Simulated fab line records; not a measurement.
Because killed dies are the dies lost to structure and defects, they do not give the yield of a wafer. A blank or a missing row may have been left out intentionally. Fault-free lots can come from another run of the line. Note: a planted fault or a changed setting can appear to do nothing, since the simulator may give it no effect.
Which of the tools did it? / flow sky130 / route of 708 steps, sampled at 1 step: 6 lots, 18 wafers

== WHAT THE GAUGES READ, wafer by wafer ==
SKY_SONOS_TUNNEL_TW_MEAS_12.
lot=L609; measured=day 12 04:28; on=film_metro-01; SONOS_TUNNEL_TW=198.2 198.4 197.7
lot=L611; measured=day 12 22:38; on=film_metro-01; SONOS_TUNNEL_TW=198.1 197.2 196.8
lot=L613; measured=day 13 07:03; on=film_metro-03; SONOS_TUNNEL_TW=197.5 197.7 198.3
lot=L618; measured=day 15 08:41; on=film_metro-01; SONOS_TUNNEL_TW=198.7 197.8 198.9
lot=L626; measured=day 18 04:10; on=film_metro-01; SONOS_TUNNEL_TW=198.6 199.2 198.5
lot=L629; measured=day 19 13:26; on=film_metro-04; SONOS_TUNNEL_TW=199.3 200.2 199.3

== WHAT TOOL EACH LOT RAN ON (gives the tool, then ch and the chambers of the sampled wafers, and finally the start) ==
The record shows no process step preceding these readings.

== THE ANSWER, worked out from the rows above alone ==
Rule: the usual values come from the lots themselves. Put in order of their means at a reading, lots are off if they are a third of the lots or fewer, leave a main group of 4 or more, and stand apart from it by a gap of 3 or more times the standard deviation of the main group's means; of several such gaps the widest counts. Not used: any main group whose means are identical at the precision the tables above print for the reading. A lot without any number at a reading at which 4 lots or more have one is off too. All remaining lots with rows at the step are treated as sound.
No lot is off on any of the readings shown, so nothing can be concluded from this.

== WHAT THE SIMULATOR PUT IN ==
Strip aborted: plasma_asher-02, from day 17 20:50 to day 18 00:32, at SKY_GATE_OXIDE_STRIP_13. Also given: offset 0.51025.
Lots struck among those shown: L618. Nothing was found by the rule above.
